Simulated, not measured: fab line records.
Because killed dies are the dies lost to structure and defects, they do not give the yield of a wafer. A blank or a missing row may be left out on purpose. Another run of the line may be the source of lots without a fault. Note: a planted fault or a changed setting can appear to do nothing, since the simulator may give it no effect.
fab line records | flow gf180mcu
[record] lots = 15 | wafers = 45 | last-day = 34
route steps=602 shown STI@10 M1@315 V1@351
lots that met no fault: taken from a fault-free run of the same line
start-h: the number of hours between the record's first day and the start of the first shown wafer of the lot | wait-h: hours elapsed since this lot's preceding step | " unchanged from the row above | L1.1+2: one row covering several wafers at once | - either no value or no given start | * or withheld: withheld | < > ~ a bound
route shown NAME@n: a module of which the file shows steps, and the number in the route of the first | usual: mean/standard deviation taken from wafers without a fault | same: alike in all rows | chamber/n: place in a boat | sites: the reading at each site | _std_site: the values' standard deviation | _edge_site: mean of outer sites minus mean of inner sites | radius-mm: how far each site lies from the wafer's centre | mask NAME#n: copy n | behind: the most recent tool/chamber to have shaped the wafer | hold: why the lot was held/for how many hours/how that ended | device: whichever transistor did not switch (one of n, p or np) | end of line: at the end of the route, the tests of the same wafers | a step with no rows: only its recipe | killed: dies lost to structure and defects at the first sort, not the wafer's yield | map: per-die view of a wafer (x killed, . not killed, _ where there is no die)
set.NAME: the setting that was run; set.NAME@STEP: the one run at that earlier step | model.NAME: the simulator's own value behind a step, which no gauge read
one table for each step of the route and one row for each wafer, over a sample of lots
services: the hour from which a tool's chamber was out of use, counted from the record's first day as start-h (under 0 if before that day), plus the number of hours and why
[[steps]]
[step GF_STI_EXPOSE_09]
[recipe] mask-id = COMP | target-cd-nm = 220 | na = 0.68 | source-shape = conventional | sigma-outer = 0.6 | dose-mj = 28
[usual] exposure-dose-mJ-cm2 = 28.31/0.3 | focus-offset-nm = -0.1/0.54 | sigma-outer = 0.6/0
lot.wafer | tool           | chamber | start-h | wait-h | mask   | exposure-dose-mJ-cm2 | focus-offset-nm | sigma-outer
L544.1    | krf-scanner-01 | 0       | 19.64   | -      | COMP#0 | 27.93                | -0.2            | 0.6
L544.2    | "              | 0       | "       | "      | COMP#0 | 27.96                | 0.3             | 0.6
L544.3    | "              | 0       | "       | "      | COMP#0 | 27.97                | 0.5             | 0.6
L546.1    | krf-scanner-02 | -       | 29.68   | -      | COMP#0 | -                    | -               | -
L546.2    | "              | -       | "       | "      | COMP#0 | -                    | -               | -
L546.4    | "              | -       | "       | "      | COMP#0 | -                    | -               | -
L547.2    | krf-scanner-02 | -       | 36.52   | -      | COMP#0 | -                    | -               | -
L547.3    | "              | -       | "       | "      | COMP#0 | -                    | -               | -
L547.6    | "              | -       | "       | "      | COMP#0 | -                    | -               | -
L548.1    | krf-scanner-02 | -       | 39.41   | -      | COMP#0 | -                    | -               | -
L548.3    | "              | -       | "       | "      | COMP#0 | -                    | -               | -
L548.6    | "              | -       | "       | "      | COMP#0 | -                    | -               | -
L550.4    | krf-scanner-01 | 0       | 49.99   | -      | COMP#0 | 28.03                | 0.1             | 0.6
L550.5    | "              | 0       | "       | "      | COMP#0 | 28.03                | -1.6            | 0.6
L550.6    | "              | 0       | "       | "      | COMP#0 | 28.05                | 0.5             | 0.6
L552.1    | krf-scanner-02 | 0       | 60.26   | -      | COMP#0 | 28.57                | -0.6            | 0.6
L552.4    | "              | 0       | "       | "      | COMP#0 | 28.55                | -0.4            | 0.6
L552.6    | "              | 0       | "       | "      | COMP#0 | 28.57                | -0.2            | 0.6
L556.1    | krf-scanner-02 | 0       | 79.95   | -      | COMP#0 | 28.56                | -0.2            | 0.6
L556.3    | "              | 0       | "       | "      | COMP#0 | 28.56                | 0.3             | 0.6
L556.6    | "              | 0       | "       | "      | COMP#0 | 28.58                | -0.1            | 0.6
L557.2    | krf-scanner-01 | 0       | 87.75   | -      | COMP#0 | 27.92                | 0.9             | 0.6
L557.4    | "              | 0       | "       | "      | COMP#0 | 27.93                | -0.3            | 0.6
L557.6    | "              | 0       | "       | "      | COMP#0 | 28.00                | 0.9             | 0.6
L558.2    | krf-scanner-02 | 0       | 91.35   | -      | COMP#0 | 28.57                | -1.0            | 0.6
L558.4    | "              | 0       | "       | "      | COMP#0 | 28.53                | -0.4            | 0.6
L558.5    | "              | 0       | "       | "      | COMP#0 | 28.52                | -0.7            | 0.6
L559.1    | krf-scanner-01 | 0       | 95.43   | -      | COMP#0 | 27.96                | 0.4             | 0.6
L559.3    | "              | 0       | "       | "      | COMP#0 | 27.98                | 0.0             | 0.6
L559.6    | "              | 0       | "       | "      | COMP#0 | 27.97                | 0.7             | 0.6
L562.1    | krf-scanner-02 | 0       | 111.61  | -      | COMP#0 | 28.56                | 0.0             | 0.6
L562.2    | "              | 0       | "       | "      | COMP#0 | 28.60                | -0.9            | 0.6
L562.3    | "              | 0       | "       | "      | COMP#0 | 28.54                | -0.4            | 0.6
L564.2    | krf-scanner-01 | 0       | 123.78  | -      | COMP#0 | 28.00                | -0.1            | 0.6
L564.3    | "              | 0       | "       | "      | COMP#0 | 27.98                | -0.1            | 0.6
L564.5    | "              | 0       | "       | "      | COMP#0 | 27.99                | -0.1            | 0.6
L565.1    | krf-scanner-01 | 0       | 126.80  | -      | COMP#0 | 28.00                | -0.8            | 0.6
L565.3    | "              | 0       | "       | "      | COMP#0 | 28.00                | 0.3             | 0.6
L565.6    | "              | 0       | "       | "      | COMP#0 | 27.98                | 0.6             | 0.6
L566.1    | krf-scanner-02 | 0       | 130.93  | -      | COMP#0 | 28.57                | 0.1             | 0.6
L566.4    | "              | 0       | "       | "      | COMP#0 | 28.55                | 0.7             | 0.6
L566.6    | "              | 0       | "       | "      | COMP#0 | 28.56                | 0.9             | 0.6
L567.4    | krf-scanner-02 | 0       | 136.67  | -      | COMP#0 | 28.58                | -0.9            | 0.6
L567.5    | "              | 0       | "       | "      | COMP#0 | 28.59                | -0.2            | 0.6
L567.6    | "              | 0       | "       | "      | COMP#0 | 28.60                | 0.1             | 0.6
[step GF_M1_SPUTTER_00]
[recipe] material = Ti | target-thk-nm = 37.5 | arriving-ion-energy-ev = 80 | substrate-temp-c = 200 | chamber-pressure-pa = 2 | power-w = 4000 | time-s = 150
[usual] throttle-valve-pct = 30.1/1.1
lot.wafer | tool           | chamber | start-h | wait-h | throttle-valve-pct
L544.1    | pvd-sputter-03 | -       | 361.55  | 0.2    | 29.3
L544.2    | "              | -       | "       | "      | 32.2
L544.3    | "              | -       | "       | "      | 30.6
L550.4    | pvd-sputter-01 | -       | 415.45  | 0.1    | 31.4
L550.5    | "              | -       | "       | "      | 29.3
L550.6    | "              | -       | "       | "      | 31.3
L552.1    | pvd-sputter-02 | -       | 429.88  | 0.3    | 28.7
L552.4    | "              | -       | "       | "      | 28.9
L552.6    | "              | -       | "       | "      | 30.0
L556.1    | pvd-sputter-03 | -       | 463.19  | 0.1    | 29.4
L556.3    | "              | -       | "       | "      | 32.6
L556.6    | "              | -       | "       | "      | 29.4
L557.2    | pvd-sputter-03 | -       | 484.20  | 0.2    | 29.1
L557.4    | "              | -       | "       | "      | 29.0
L557.6    | "              | -       | "       | "      | 29.3
L558.2    | pvd-sputter-03 | -       | 487.55  | 0.1    | 32.4
L558.4    | "              | -       | "       | "      | 29.1
L558.5    | "              | -       | "       | "      | 29.0
L559.1    | pvd-sputter-02 | -       | 494.12  | 0.1    | 30.2
L559.3    | "              | -       | "       | "      | 29.3
L559.6    | "              | -       | "       | "      | 30.1
L562.1    | pvd-sputter-01 | -       | 519.60  | 0.2    | 31.5
L562.2    | "              | -       | "       | "      | 31.0
L562.3    | "              | -       | "       | "      | 29.2
L564.2    | pvd-sputter-01 | -       | 540.45  | 0.1    | 29.3
L564.3    | "              | -       | "       | "      | 31.6
L564.5    | "              | -       | "       | "      | 29.3
L565.1    | pvd-sputter-02 | -       | 545.45  | 0.1    | 30.1
L565.3    | "              | -       | "       | "      | 29.3
L565.6    | "              | -       | "       | "      | 29.1
L566.1    | pvd-sputter-01 | -       | 549.80  | 0.2    | 31.0
L566.4    | "              | -       | "       | "      | 29.4
L566.6    | "              | -       | "       | "      | 31.2
L567.4    | pvd-sputter-01 | -       | 555.85  | 0.3    | 29.5
L567.5    | "              | -       | "       | "      | 31.2
L567.6    | "              | -       | "       | "      | 29.3
[step GF_M1_CD_MEAS_14]
[recipe] target-cd-nm = 230
[usual] cd-nm = 230.4/1.3
lot.wafer | tool      | chamber | start-h | wait-h | cd-nm
L544.1    | cd-sem-01 | -       | 383.90  | 0.1    | 232.1
L544.2    | "         | -       | "       | "      | 230.8
L544.3    | "         | -       | "       | "      | 232.2
L550.4    | cd-sem-01 | -       | 439.91  | 0.1    | 231.6
L550.5    | "         | -       | "       | "      | 231.1
L550.6    | "         | -       | "       | "      | 231.8
L552.1    | cd-sem-01 | -       | 455.05  | 0.1    | 232.4
L552.4    | "         | -       | "       | "      | 231.5
L552.6    | "         | -       | "       | "      | 232.6
L556.1    | cd-sem-02 | -       | 486.95  | 0.1    | 230.6
L556.3    | "         | -       | "       | "      | 231.5
L556.6    | "         | -       | "       | "      | 230.0
L557.2    | cd-sem-02 | -       | 508.07  | 0.1    | 229.2
L557.4    | "         | -       | "       | "      | 230.7
L557.6    | "         | -       | "       | "      | 230.4
L558.2    | cd-sem-02 | -       | 511.17  | 0.1    | 233.3
L558.4    | "         | -       | "       | "      | 232.7
L558.5    | "         | -       | "       | "      | 232.3
L559.1    | cd-sem-01 | -       | 517.85  | 0.1    | 231.9
L559.3    | "         | -       | "       | "      | 232.7
L559.6    | "         | -       | "       | "      | 230.9
L562.1    | cd-sem-02 | -       | 542.90  | 0.1    | 231.5
L562.2    | "         | -       | "       | "      | 232.2
L562.3    | "         | -       | "       | "      | 230.9
L564.2    | cd-sem-01 | -       | 563.17  | 0.1    | 227.8
L564.3    | "         | -       | "       | "      | 229.7
L564.5    | "         | -       | "       | "      | 229.2
L565.1    | cd-sem-02 | -       | 568.60  | 0.1    | 228.9
L565.3    | "         | -       | "       | "      | 229.0
L565.6    | "         | -       | "       | "      | 229.6
L566.1    | cd-sem-02 | -       | 573.12  | 0.2    | 228.7
L566.4    | "         | -       | "       | "      | 228.9
L566.6    | "         | -       | "       | "      | 229.4
L567.4    | cd-sem-01 | -       | 578.01  | 0.1    | 230.8
L567.5    | "         | -       | "       | "      | 231.5
L567.6    | "         | -       | "       | "      | 231.5
[step GF_V1_ETCH_16]
[recipe] chemistry = N2/H2 | target-depth-a = withheld | overetch-a = withheld | time-s = withheld | target = BARC | ion-energy-ev = 200 | source-w = 500 | bias-w = 100 | pressure-mtorr = 30 | n2-flow-sccm = 100 | h2-flow-sccm = 200
[usual] drypump-motor-current-A = 5.7/0.35 | h2-flow-sccm = 200.0/0.58 | oes-product-au = 0.855/0.0048 | throttle-valve-pct = 13.225/0.0086
lot.wafer | tool        | chamber | start-h | wait-h | drypump-motor-current-A | h2-flow-sccm | oes-product-au | throttle-valve-pct
L544.1    | rie-diel-03 | 2       | 408.46  | 0.0    | 5.6                     | 199.8        | 0.852          | 13.223
L544.2    | "           | 1       | "       | "      | 5.7                     | 198.7        | 0.848          | 13.213
L544.3    | "           | 0       | "       | "      | 5.9                     | 200.6        | 0.855          | 13.235
L550.4    | rie-diel-02 | 3       | 465.46  | 0.0    | 5.6                     | 199.9        | 0.858          | 13.218
L550.5    | "           | 3       | "       | "      | 5.6                     | 199.5        | 0.854          | 13.222
L550.6    | "           | 0       | "       | "      | 5.7                     | 200.7        | 0.855          | 13.227
L552.1    | rie-diel-01 | 1       | 479.95  | 0.0    | 5.3                     | 200.5        | 0.853          | 13.233
L552.4    | "           | 2       | "       | "      | 4.8                     | 200.7        | 0.856          | 13.229
L552.6    | "           | 3       | "       | "      | 5.8                     | 200.2        | 0.854          | 13.226
L556.1    | rie-diel-03 | 0       | 511.36  | 0.0    | 5.9                     | 200.4        | 0.849          | 13.222
L556.3    | "           | 2       | "       | "      | 5.6                     | 200.3        | 0.856          | 13.237
L556.6    | "           | 3       | "       | "      | 5.7                     | 200.8        | 0.856          | 13.219
L557.2    | rie-diel-03 | 2       | 532.65  | 0.0    | 5.6                     | 198.7        | 0.852          | 13.214
L557.4    | "           | 1       | "       | "      | 5.7                     | 199.8        | 0.855          | 13.247
L557.6    | "           | 1       | "       | "      | 5.7                     | 200.0        | 0.857          | 13.234
L558.2    | rie-diel-02 | 1       | 535.75  | 0.0    | 6.3                     | 199.2        | 0.858          | 13.210
L558.4    | "           | 3       | "       | "      | 5.6                     | 199.8        | 0.857          | 13.213
L558.5    | "           | 0       | "       | "      | 5.7                     | 199.7        | 0.851          | 13.232
L559.1    | rie-diel-02 | 1       | 542.70  | 0.0    | 6.3                     | 200.7        | 0.865          | 13.228
L559.3    | "           | 3       | "       | "      | 5.5                     | 199.9        | 0.858          | 13.226
L559.6    | "           | 0       | "       | "      | 5.7                     | 199.3        | 0.848          | 13.225
L562.1    | rie-diel-02 | 1       | 567.30  | 0.0    | 6.3                     | 199.9        | 0.840          | 13.221
L562.2    | "           | 3       | "       | "      | 5.6                     | 200.2        | 0.854          | 13.235
L562.3    | "           | 0       | "       | "      | 5.7                     | 199.7        | 0.859          | 13.238
L564.2    | rie-diel-01 | 3       | 587.31  | 0.0    | 5.8                     | 200.5        | 0.864          | 13.210
L564.3    | "           | 0       | "       | "      | 5.7                     | 200.2        | 0.854          | 13.231
L564.5    | "           | 1       | "       | "      | 5.2                     | 200.5        | 0.858          | 13.216
L565.1    | rie-diel-01 | 3       | 592.40  | 0.0    | 5.8                     | 199.8        | 0.854          | 13.237
L565.3    | "           | 2       | "       | "      | 4.8                     | 199.7        | 0.855          | 13.231
L565.6    | "           | 1       | "       | "      | 5.2                     | 200.4        | 0.858          | 13.238
L566.1    | rie-diel-02 | 0       | 596.90  | 0.0    | 5.7                     | 200.7        | 0.857          | 13.226
L566.4    | "           | 2       | "       | "      | 5.9                     | 199.6        | 0.860          | 13.232
L566.6    | "           | 1       | "       | "      | 6.4                     | 200.7        | 0.858          | 13.241
L567.4    | rie-diel-01 | 2       | 601.05  | 0.0    | 4.8                     | 198.8        | 0.853          | 13.218
L567.5    | "           | 0       | "       | "      | 5.7                     | 199.5        | 0.848          | 13.224
L567.6    | "           | 3       | "       | "      | 5.8                     | 200.7        | 0.853          | 13.226
[[services]]
tool           | chamber | start-h | hours | kind
krf-scanner-02 | -       | 19.17   | 0.5   | repair
krf-scanner-01 | -       | 21.64   | 1.0   | pm
krf-scanner-02 | -       | 48.61   | 0.5   | repair
krf-scanner-02 | -       | 67.33   | 1.0   | pm
krf-scanner-02 | -       | 73.00   | 0.8   | pm
krf-scanner-02 | -       | 82.26   | 4.4   | pm
krf-scanner-02 | -       | 86.63   | 3.6   | pm
krf-scanner-02 | -       | 151.37  | 1.3   | pm
krf-scanner-02 | -       | 153.23  | 0.4   | repair
krf-scanner-02 | -       | 197.61  | 1.4   | repair
krf-scanner-02 | -       | 213.60  | 4.0   | pm
krf-scanner-02 | -       | 218.84  | 61.9  | repair
krf-scanner-02 | -       | 245.90  | 0.9   | repair
krf-scanner-02 | -       | 280.70  | 1.0   | pm
krf-scanner-02 | -       | 281.70  | 0.8   | pm
krf-scanner-02 | -       | 327.29  | 1.3   | pm
krf-scanner-02 | -       | 405.33  | 1.0   | pm
krf-scanner-02 | -       | 410.60  | 0.8   | pm
krf-scanner-02 | -       | 503.17  | 1.3   | pm
krf-scanner-02 | -       | 533.86  | 0.8   | repair
krf-scanner-02 | -       | 561.32  | 0.5   | repair
krf-scanner-02 | -       | 576.52  | 1.0   | pm
krf-scanner-02 | -       | 578.31  | 4.4   | pm
krf-scanner-02 | -       | 582.71  | 0.8   | pm
[[key]]
[first-sign] step = GF_STI_EXPOSE_09 | reading = tool-record | direction = missing
effect none on later readings
met-at GF_STI_EXPOSE_09
struck-lots L546,L547,L548
later-rows-left-out L546.1,L546.2,L546.4,L547.2,L547.3,L547.6,L548.1,L548.3,L548.6
sort-left-out L546.1,L546.2,L546.4,L547.2,L547.3,L547.6,L548.1,L548.3,L548.6
tester-left-out L546,L547,L548
not-acting-at GF_M1_SPUTTER_00,GF_M1_CD_MEAS_14,GF_V1_ETCH_16
[fault] kind = skipped-step-whole | tool = krf-scanner-02 | chamber = - | onset-h = 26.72 | steps = GF_STI_EXPOSE_09 | scope = struck-lots-only
// tester-left-out: of these lots the tester's yield and bins aren't shown, on N5 and GAA mostly nor the transistor test; their killed dies are dies lost to structure and defects alone, not to doping, threshold or leakage, so they don't give the yield
// sort-left-out: the simulated sort isn't trusted on such a fault, so these wafers' sort isn't shown, and their yield isn't known
// later-rows-left-out: the simulator's readings of these wafers behind a module that went badly wrong aren't trusted and aren't shown, but for the sort
